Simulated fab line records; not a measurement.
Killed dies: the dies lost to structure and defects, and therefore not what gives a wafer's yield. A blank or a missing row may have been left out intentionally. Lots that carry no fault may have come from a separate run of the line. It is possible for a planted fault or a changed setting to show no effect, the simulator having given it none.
fab line records + flow sfq-line
[record]
- lots = 5
- wafers = 15
- last-day = 81
route steps=325 shown R5@224 I5@228 C5@240
lots that met no fault: from a run of the same line without faults
start-h: hours from the record's first day to the start of the lot's first wafer shown + wait-h: hours elapsed since this lot's preceding step + " identical to the entry in the row above + L1.1+2: a row that stands for several wafers + - value missing, or start not given + * or withheld: withheld + < > ~ a bound
route shown NAME@n: a module of which the file shows steps, and the number in the route of the first + usual: mean/standard deviation of fault-free wafers + same: alike in all rows + chamber/n: place in a boat + sites: readings site by site + _std_site: standard deviation across them + _edge_site: mean of outer sites minus mean of inner sites + radius-mm: how far each site lies from the wafer's centre + mask NAME#n: copy n + behind: the most recent tool/chamber to have shaped the wafer + hold: reason for holding the lot/hours on hold/outcome of the hold + device: the transistor (n, p or np) that didn't switch + end of line: at the end of the route, the tests of the same wafers + a step with no rows: only its recipe + killed: at the first sort, the dies lost to defects and structure; wafer yield is something else + map: dies across one wafer; x = killed, . = not, _ = none there
set.NAME: setting as actually run; set.NAME@STEP: the setting as run at that earlier step + model.NAME: the simulator's own value behind a step, which no gauge read
lots at some steps of the route; a table a step, a row a wafer
services: a tool's chamber out of use, with start hour (start-h, from the record's first day; less than 0 if before it), hours out, and reason
[[steps]]
[step SFQ_TRILAYER_R5_BARC_OPEN_METAL_ETCH_177]
[recipe]
- mask-material = PR
- chemistry = O2
- target-depth-nm = 125
- target = BARC
- icp-w = 600
- bias-w = 80
- pressure-mtorr = 10
- time-s = 41.7
[usual]
- drypump-motor-current-A = 5.9/0.3
- oes-product-au = 0.686/0.0049
| lot.wafer | tool         | chamber | start-h | wait-h | drypump-motor-current-A | oes-product-au | rf-hours-counter-h |
|-----------|--------------|---------|---------|--------|-------------------------|----------------|--------------------|
| L082.3    | rie-metal-03 | 0       | 1127.39 | 0.0    | 5.6                     | 0.684          | -                  |
| L082.5    | "            | 1       | "       | "      | 6.3                     | 0.687          | -                  |
| L082.6    | "            | 0       | "       | "      | 5.6                     | 0.677          | -                  |
| L086.1    | rie-metal-04 | 0       | 1448.65 | 0.0    | 6.3                     | 0.684          | 130                |
| L086.4    | "            | 1       | "       | "      | 5.7                     | 0.698          | -                  |
| L086.5    | "            | 0       | "       | "      | 6.3                     | 0.681          | -                  |
| L090.1    | rie-metal-01 | 0       | 1537.33 | 0.0    | 5.7                     | 0.691          | 86                 |
| L090.3    | "            | 0       | "       | "      | 5.8                     | 0.676          | -                  |
| L090.4    | "            | 1       | "       | "      | 5.7                     | 0.677          | -                  |
| L095.4    | rie-metal-03 | 1       | 1544.55 | 0.0    | 6.3                     | 0.688          | -                  |
| L095.5    | "            | 1       | "       | "      | 6.3                     | 0.684          | -                  |
| L095.6    | "            | 0       | "       | "      | 5.5                     | 0.678          | -                  |
| L097.1    | rie-metal-03 | 0       | 1551.73 | 0.0    | 5.6                     | 0.696          | 101                |
| L097.3    | "            | 1       | "       | "      | 6.3                     | 0.684          | -                  |
| L097.6    | "            | 0       | "       | "      | 5.5                     | 0.686          | -                  |
[step SFQ_TRILAYER_R5_ETCH_METAL_ETCH_139]
[recipe]
- stop-on = SiO2
- mask-material = PR
- chemistry = Cl2
- target-depth-nm = 60
- icp-w = 600
- bias-w = 80
- pressure-mtorr = 10
- time-s = 40
[usual]
- drypump-motor-current-A = 5.9/0.3
- oes-product-au = 0.991/0.0057
| lot.wafer | tool         | chamber | start-h | wait-h | drypump-motor-current-A | oes-product-au | rf-hours-counter-h |
|-----------|--------------|---------|---------|--------|-------------------------|----------------|--------------------|
| L082.3    | rie-metal-03 | 0       | 1127.44 | 0.0    | 5.5                     | 0.986          | -                  |
| L082.5    | "            | 1       | "       | "      | 6.3                     | 0.990          | -                  |
| L082.6    | "            | 0       | "       | "      | 5.5                     | 0.990          | -                  |
| L086.1    | rie-metal-04 | 0       | 1448.71 | 0.0    | 6.3                     | 0.987          | 130                |
| L086.4    | "            | 1       | "       | "      | 5.7                     | 0.996          | -                  |
| L086.5    | "            | 0       | "       | "      | 6.4                     | 0.994          | -                  |
| L090.1    | rie-metal-01 | 0       | 1537.39 | 0.0    | 5.8                     | 1.003          | 86                 |
| L090.3    | "            | 0       | "       | "      | 5.8                     | 1.001          | -                  |
| L090.4    | "            | 1       | "       | "      | 5.8                     | 0.985          | -                  |
| L095.4    | rie-metal-03 | 1       | 1544.61 | 0.0    | 6.3                     | 1.001          | -                  |
| L095.5    | "            | 1       | "       | "      | 6.3                     | 0.999          | -                  |
| L095.6    | "            | 0       | "       | "      | 5.6                     | 0.982          | -                  |
| L097.1    | rie-metal-03 | 0       | 1551.79 | 0.0    | 5.5                     | 0.995          | 101                |
| L097.3    | "            | 1       | "       | "      | 6.3                     | 0.989          | -                  |
| L097.6    | "            | 0       | "       | "      | 5.5                     | 0.983          | -                  |
[step SFQ_TRILAYER_R5_STRIP_STRIP_140]
[recipe]
- gas = O2
- power-w = 200
- platen-temp-c = 40
- overash-fraction = 0.65
- chemistry = O2
- pressure-mtorr = 50
[usual]
- drypump-motor-current-A = 5.9/0.31
- oes-product-au = 1.002/0.0097
| lot.wafer | tool         | chamber | start-h | wait-h | drypump-motor-current-A | oes-product-au | rf-hours-counter-h |
|-----------|--------------|---------|---------|--------|-------------------------|----------------|--------------------|
| L082.3    | rie-metal-03 | 0       | 1127.68 | 0.2    | 5.6                     | 0.988          | -                  |
| L082.5    | "            | 1       | "       | "      | 6.3                     | 1.012          | -                  |
| L082.6    | "            | 0       | "       | "      | 5.6                     | 0.996          | -                  |
| L086.1    | rie-metal-04 | 0       | 1448.77 | 0.0    | 6.3                     | 1.011          | 130                |
| L086.4    | "            | 1       | "       | "      | 5.7                     | 1.013          | -                  |
| L086.5    | "            | 0       | "       | "      | 6.3                     | 1.010          | -                  |
| L090.1    | rie-metal-01 | 0       | 1537.45 | 0.0    | 5.8                     | 1.011          | 86                 |
| L090.3    | "            | 0       | "       | "      | 5.8                     | 1.013          | -                  |
| L090.4    | "            | 1       | "       | "      | 5.7                     | 0.991          | -                  |
| L095.4    | rie-metal-03 | 1       | 1544.85 | 0.2    | 6.3                     | 1.004          | -                  |
| L095.5    | "            | 1       | "       | "      | 6.3                     | 1.002          | -                  |
| L095.6    | "            | 0       | "       | "      | 5.5                     | 1.003          | -                  |
| L097.1    | rie-metal-03 | 0       | 1551.85 | 0.0    | 5.5                     | 0.996          | 101                |
| L097.3    | "            | 1       | "       | "      | 6.3                     | 0.999          | -                  |
| L097.6    | "            | 0       | "       | "      | 5.5                     | 1.001          | -                  |
[step SFQ_TRILAYER_R5_STRIP_SOLV_CLEAN_141]
[recipe]
- chemistry = NMP
- temp-c = 70
- time-s = 600
| lot.wafer  | tool         | chamber | start-h | wait-h |
|------------|--------------|---------|---------|--------|
| L082.3+5+6 | wet-bench-01 | 1,5,4   | 1128.08 | 0.2    |
| L086.1+4+5 | wet-bench-02 | 7,4,2   | 1449.37 | 0.4    |
| L090.1+3+4 | wet-bench-04 | 7,4,0   | 1538.05 | 0.4    |
| L095.4+5+6 | wet-bench-01 | 5,4,2   | 1545.25 | 0.2    |
| L097.1+3+6 | wet-bench-04 | 1,5,0   | 1552.45 | 0.4    |
[step SFQ_TRILAYER_A5C_DEP_PECVD_142]
[recipe]
- material = SiO2
- temp-c = 150
- time-s = 15.556
- pressure-torr = 2.4
- rf-w = 183.3
- precursor = SiH4/N2O
- target-thk-nm = 70
[usual]
- heater-power-w = 83/9.6
- throttle-valve-pct = 24.1/1
| lot.wafer | tool     | chamber | start-h | wait-h | heater-power-w | throttle-valve-pct |
|-----------|----------|---------|---------|--------|----------------|--------------------|
| L082.3    | pecvd-02 | 0       | 1128.26 | 0.0    | 94             | 23.8               |
| L082.5    | "        | 2       | "       | "      | 57             | 24.5               |
| L082.6    | "        | 1       | "       | "      | 81             | 23.3               |
| L086.1    | pecvd-02 | 2       | 1449.54 | 0.0    | 58             | 25.1               |
| L086.4    | "        | 0       | "       | "      | 92             | 26.0               |
| L086.5    | "        | 1       | "       | "      | 93             | 24.1               |
| L090.1    | pecvd-04 | 2       | 1538.23 | 0.0    | 83             | 22.4               |
| L090.3    | "        | 1       | "       | "      | 69             | 24.1               |
| L090.4    | "        | 1       | "       | "      | 69             | 24.3               |
| L095.4    | pecvd-04 | 0       | 1545.44 | 0.0    | 105            | 23.1               |
| L095.5    | "        | 1       | "       | "      | 76             | 24.3               |
| L095.6    | "        | 2       | "       | "      | 87             | 22.9               |
| L097.1    | pecvd-02 | 2       | 1552.63 | 0.0    | 68             | 25.3               |
| L097.3    | "        | 0       | "       | "      | 87             | 26.6               |
| L097.6    | "        | 2       | "       | "      | 70             | 25.1               |
[step SFQ_TRILAYER_I5_LITHO_COAT_149]
[recipe]
- resist = BARC
- spin-rpm = 3000
- resist-thk-nm = 62
| lot.wafer  | tool           | chamber | start-h | wait-h |
|------------|----------------|---------|---------|--------|
| L082.3+5+6 | litho-track-02 | 0       | 1128.38 | 0.1    |
| L086.1+4+5 | litho-track-02 | 0       | 1449.57 | 0.0    |
| L090.1+3+4 | litho-track-02 | 0       | 1538.25 | 0.0    |
| L095.4+5+6 | litho-track-04 | 0       | 1545.60 | 0.1    |
| L097.1+3+6 | litho-track-04 | 0       | 1552.65 | 0.0    |
[step SFQ_TRILAYER_I5_LITHO_COAT_144]
[recipe]
- resist = KrF
- spin-rpm = 3000
- resist-thk-nm = 650
| lot.wafer  | tool           | chamber | start-h | wait-h |
|------------|----------------|---------|---------|--------|
| L082.3+5+6 | litho-track-02 | 0       | 1128.68 | 0.2    |
| L086.1+4+5 | litho-track-02 | 0       | 1449.87 | 0.2    |
| L090.1+3+4 | litho-track-02 | 0       | 1538.55 | 0.2    |
| L095.4+5+6 | litho-track-04 | 0       | 1545.90 | 0.2    |
| L097.1+3+6 | litho-track-04 | 0       | 1552.95 | 0.2    |
[step SFQ_TRILAYER_I5_LITHO_SOFTBAKE_148]
[recipe]
- temp-c = withheld
- time-s = withheld
- resist = KrF
| lot.wafer  | tool           | chamber | start-h | wait-h |
|------------|----------------|---------|---------|--------|
| L082.3+5+6 | litho-track-02 | 0       | 1128.93 | 0.2    |
| L086.1+4+5 | litho-track-02 | 0       | 1450.17 | 0.2    |
| L090.1+3+4 | litho-track-02 | 0       | 1538.85 | 0.2    |
| L095.4+5+6 | litho-track-04 | 0       | 1546.13 | 0.2    |
| L097.1+3+6 | litho-track-04 | 0       | 1553.25 | 0.2    |
[step SFQ_TRILAYER_I5_LITHO_EXPOSE_145]
[recipe]
- mask-id = I5
- na = 0.6
- source-shape = conventional
- sigma-outer = 0.65
- target-cd-nm = 700
- dose-mj = 21.3
[same]
- sigma-outer = 0.65
| lot.wafer  | tool           | chamber | start-h | wait-h | mask |
|------------|----------------|---------|---------|--------|------|
| L082.3+5+6 | krf-scanner-02 | 0       | 1256.94 | -      | I5#0 |
| L086.1+4+5 | krf-scanner-01 | 0       | 1460.07 | -      | I5#0 |
| L090.1+3+4 | krf-scanner-02 | 0       | 1630.82 | -      | I5#0 |
| L095.4+5+6 | krf-scanner-02 | 0       | 1638.62 | -      | I5#0 |
| L097.1+3+6 | krf-scanner-02 | 0       | 1644.12 | -      | I5#0 |
[step SFQ_TRILAYER_I5_LITHO_PEB_147]
[recipe]
- peb-temp-c = 115
- peb-time-s = 60
- resist = KrF
| lot.wafer  | tool           | chamber | start-h | wait-h |
|------------|----------------|---------|---------|--------|
| L082.3+5+6 | litho-track-03 | 0       | 1257.79 | 0.7    |
| L086.1+4+5 | litho-track-04 | 0       | 1461.27 | 1.0    |
| L090.1+3+4 | litho-track-04 | 0       | 1632.02 | 1.0    |
| L095.4+5+6 | litho-track-04 | 0       | 1639.29 | 0.5    |
| L097.1+3+6 | litho-track-04 | 0       | 1645.32 | 1.0    |
[step SFQ_TRILAYER_I5_LITHO_DEVELOP_146]
[recipe]
- time-s = 60
- resist = KrF
| lot.wafer  | tool           | chamber | start-h | wait-h |
|------------|----------------|---------|---------|--------|
| L082.3+5+6 | litho-track-03 | 0       | 1257.94 | 0.1    |
| L086.1+4+5 | litho-track-04 | 0       | 1461.42 | 0.1    |
| L090.1+3+4 | litho-track-04 | 0       | 1632.17 | 0.1    |
| L095.4+5+6 | litho-track-04 | 0       | 1639.44 | 0.1    |
| L097.1+3+6 | litho-track-04 | 0       | 1645.47 | 0.1    |
[step SFQ_I5_OVL_MEAS_936]
[usual]
- I5_OVL = 1/5.6
| lot.wafer | tool       | chamber | start-h | wait-h | I5_OVL[nm] |
|-----------|------------|---------|---------|--------|------------|
| L082.3    | overlay-02 | -       | 1258.06 | 0.1    | -2         |
| L082.5    | "          | -       | "       | "      | 2          |
| L082.6    | "          | -       | "       | "      | -1         |
| L086.1    | overlay-01 | -       | 1461.57 | 0.1    | -3         |
| L086.4    | "          | -       | "       | "      | -6         |
| L086.5    | "          | -       | "       | "      | -10        |
| L090.1    | overlay-01 | -       | 1632.32 | 0.1    | 3          |
| L090.3    | "          | -       | "       | "      | 12         |
| L090.4    | "          | -       | "       | "      | -4         |
| L095.4    | overlay-01 | -       | 1639.54 | 0.1    | 3          |
| L095.5    | "          | -       | "       | "      | -6         |
| L095.6    | "          | -       | "       | "      | -5         |
| L097.1    | overlay-02 | -       | 1645.62 | 0.1    | 0          |
| L097.3    | "          | -       | "       | "      | 3          |
| L097.6    | "          | -       | "       | "      | 6          |
[step SFQ_TRILAYER_I5_BARC_OPEN_VIA_ETCH_200]
[recipe]
- mask-material = PR
- chemistry = O2
- target-depth-nm = 125
- target = BARC
- source-w = 500
- bias-w = 80
- pressure-mtorr = 30
- time-s = 41.7
[usual]
- drypump-motor-current-A = 5.7/0.62
- oes-product-au = 0.685/0.0048
| lot.wafer | tool        | chamber | start-h | wait-h | drypump-motor-current-A | oes-product-au | rf-hours-counter-h |
|-----------|-------------|---------|---------|--------|-------------------------|----------------|--------------------|
| L082.3    | rie-diel-03 | 2       | 1258.08 | 0.0    | 6.3                     | 0.684          | 14                 |
| L082.5    | "           | 2       | "       | "      | 6.3                     | 0.685          | -                  |
| L082.6    | "           | 0       | "       | "      | 6.5                     | 0.685          | -                  |
| L086.1    | rie-diel-03 | 1       | 1461.61 | 0.0    | 5.6                     | 0.689          | 20                 |
| L086.4    | "           | 3       | "       | "      | 5.0                     | 0.678          | 17                 |
| L086.5    | "           | 1       | "       | "      | 5.6                     | 0.691          | -                  |
| L090.1    | rie-diel-01 | 1       | 1632.35 | 0.0    | 4.8                     | 0.681          | 18                 |
| L090.3    | "           | 0       | "       | "      | 6.5                     | 0.681          | 0                  |
| L090.4    | "           | 3       | "       | "      | 4.9                     | 0.691          | 15                 |
| L095.4    | rie-diel-03 | 3       | 1639.55 | 0.0    | 5.0                     | 0.685          | 19                 |
| L095.5    | "           | 2       | "       | "      | 6.4                     | 0.682          | -                  |
| L095.6    | "           | 3       | "       | "      | 5.0                     | 0.687          | -                  |
| L097.1    | rie-diel-03 | 2       | 1645.65 | 0.0    | 6.4                     | 0.686          | 20                 |
| L097.3    | "           | 3       | "       | "      | 5.0                     | 0.692          | 19                 |
| L097.6    | "           | 2       | "       | "      | 6.4                     | 0.680          | -                  |
[step SFQ_TRILAYER_I5_ETCH_VIA_ETCH_147]
[recipe]
- stop-on = Nb
- mask-material = PR
- chemistry = CHF3
- target-depth-nm = 360
- source-w = 500
- bias-w = 80
- pressure-mtorr = 30
- time-s = withheld
[usual]
- drypump-motor-current-A = 5.7/0.62
- oes-product-au = 0.989/0.0058
| lot.wafer | tool        | chamber | start-h | wait-h | drypump-motor-current-A | oes-product-au |
|-----------|-------------|---------|---------|--------|-------------------------|----------------|
| L082.3    | rie-diel-03 | 2       | 1258.12 | 0.0    | 6.3                     | 0.975          |
| L082.5    | "           | 2       | "       | "      | 6.4                     | 0.982          |
| L082.6    | "           | 0       | "       | "      | 6.5                     | 0.992          |
| L086.1    | rie-diel-03 | 1       | 1461.65 | 0.0    | 5.5                     | 0.994          |
| L086.4    | "           | 3       | "       | "      | 5.0                     | 0.996          |
| L086.5    | "           | 1       | "       | "      | 5.6                     | 0.978          |
| L090.1    | rie-diel-01 | 1       | 1632.39 | 0.0    | 4.8                     | 0.986          |
| L090.3    | "           | 0       | "       | "      | 6.5                     | 0.983          |
| L090.4    | "           | 3       | "       | "      | 4.8                     | 0.994          |
| L095.4    | rie-diel-03 | 3       | 1639.59 | 0.0    | 5.0                     | 0.985          |
| L095.5    | "           | 2       | "       | "      | 6.4                     | 0.980          |
| L095.6    | "           | 3       | "       | "      | 5.0                     | 0.980          |
| L097.1    | rie-diel-03 | 2       | 1645.69 | 0.0    | 6.3                     | 0.994          |
| L097.3    | "           | 3       | "       | "      | 5.0                     | 0.989          |
| L097.6    | "           | 2       | "       | "      | 6.4                     | 0.992          |
[step SFQ_TRILAYER_I5_STRIP_STRIP_148]
[recipe]
- gas = O2
- power-w = 200
- platen-temp-c = 40
- overash-fraction = 0.65
- chemistry = O2
- pressure-mtorr = 50
[usual]
- drypump-motor-current-A = 5.9/0.44
- oes-product-au = 1.005/0.0089
| lot.wafer | tool         | chamber | start-h | wait-h | drypump-motor-current-A | oes-product-au | rf-hours-counter-h |
|-----------|--------------|---------|---------|--------|-------------------------|----------------|--------------------|
| L082.3    | rie-metal-03 | 1       | 1258.54 | -      | 6.3                     | 1.015          | -                  |
| L082.5    | "            | 1       | "       | "      | 6.3                     | 1.010          | -                  |
| L082.6    | "            | 0       | "       | "      | 5.6                     | 0.992          | -                  |
| L086.1    | rie-metal-04 | 0       | 1461.80 | -      | 6.3                     | 1.018          | 132                |
| L086.4    | "            | 1       | "       | "      | 5.7                     | 1.008          | -                  |
| L086.5    | "            | 0       | "       | "      | 6.3                     | 1.013          | -                  |
| L090.1    | rie-metal-03 | 0       | 1632.54 | -      | 5.6                     | 1.004          | 112                |
| L090.3    | "            | 0       | "       | "      | 5.5                     | 0.998          | -                  |
| L090.4    | "            | 1       | "       | "      | 6.3                     | 1.008          | -                  |
| L095.4    | rie-metal-03 | 1       | 1639.94 | -      | 6.3                     | 1.017          | -                  |
| L095.5    | "            | 1       | "       | "      | 6.3                     | 1.019          | -                  |
| L095.6    | "            | 0       | "       | "      | 5.6                     | 0.997          | -                  |
| L097.1    | rie-metal-04 | 1       | 1645.84 | -      | 5.7                     | 1.001          | 102                |
| L097.3    | "            | 0       | "       | "      | 6.3                     | 1.001          | -                  |
| L097.6    | "            | 0       | "       | "      | 6.3                     | 1.005          | -                  |
[step SFQ_TRILAYER_I5_STRIP_SOLV_CLEAN_149]
[recipe]
- chemistry = NMP
- temp-c = 70
- time-s = 600
| lot.wafer  | tool         | chamber | start-h | wait-h |
|------------|--------------|---------|---------|--------|
| L082.3+5+6 | wet-bench-04 | 0,6,7   | 1259.07 | 0.3    |
| L086.1+4+5 | wet-bench-04 | 2,6,5   | 1462.40 | 0.4    |
| L090.1+3+4 | wet-bench-02 | 2,6,5   | 1633.14 | 0.4    |
| L095.4+5+6 | wet-bench-02 | 4,5,2   | 1640.34 | 0.2    |
| L097.1+3+6 | wet-bench-03 | 3,6,2   | 1646.44 | 0.4    |
[step SFQ_TRILAYER_C5_LITHO_COAT_156]
[recipe]
- resist = BARC
- spin-rpm = 3000
- resist-thk-nm = 62
| lot.wafer  | tool           | chamber | start-h | wait-h |
|------------|----------------|---------|---------|--------|
| L082.3+5+6 | litho-track-01 | 0       | 1259.34 | 0.1    |
| L086.1+4+5 | litho-track-01 | 0       | 1462.57 | 0.0    |
| L090.1+3+4 | litho-track-02 | 0       | 1633.32 | 0.0    |
| L095.4+5+6 | litho-track-01 | 0       | 1640.67 | 0.1    |
| L097.1+3+6 | litho-track-01 | 0       | 1646.68 | 0.1    |
[[services]]
| tool           | chamber | start-h | hours | kind   |
|----------------|---------|---------|-------|--------|
| krf-scanner-02 | -       | 1112.02 | 1.3   | pm     |
| rie-metal-03   | -       | 1118.96 | 0.3   | repair |
| krf-scanner-02 | -       | 1155.84 | 0.2   | repair |
| krf-scanner-02 | -       | 1158.92 | 4.0   | pm     |
| krf-scanner-02 | -       | 1164.49 | 0.3   | repair |
| rie-diel-03    | 0       | 1242.92 | 4.4   | repair |
| rie-diel-03    | 2       | 1248.76 | 3.5   | repair |
| rie-diel-03    | 0       | 1249.19 | 4.9   | repair |
| rie-diel-03    | 3       | 1254.10 | 6.9   | repair |
| krf-scanner-02 | -       | 1257.96 | 1.0   | pm     |
| krf-scanner-02 | -       | 1261.73 | 0.8   | pm     |
| krf-scanner-02 | -       | 1288.04 | 1.3   | pm     |
| rie-metal-04   | -       | 1313.00 | 1.2   | repair |
| krf-scanner-02 | -       | 1339.12 | 12.7  | repair |
| krf-scanner-02 | -       | 1343.93 | 4.8   | repair |
| rie-diel-03    | 2       | 1356.07 | 11.3  | repair |
| rie-diel-03    | 1       | 1364.95 | 34.3  | repair |
| rie-diel-03    | -       | 1377.53 | 2.8   | pm     |
| rie-diel-03    | 0       | 1388.57 | 2.5   | repair |
| krf-scanner-02 | -       | 1406.15 | 2.5   | repair |
| rie-metal-03   | -       | 1435.74 | 28.1  | pm     |
| rie-diel-03    | 3       | 1463.66 | 6.4   | repair |
| rie-metal-03   | 1       | 1490.74 | 13.0  | repair |
| rie-metal-04   | -       | 1576.27 | 0.4   | repair |
[[key]]
fault none
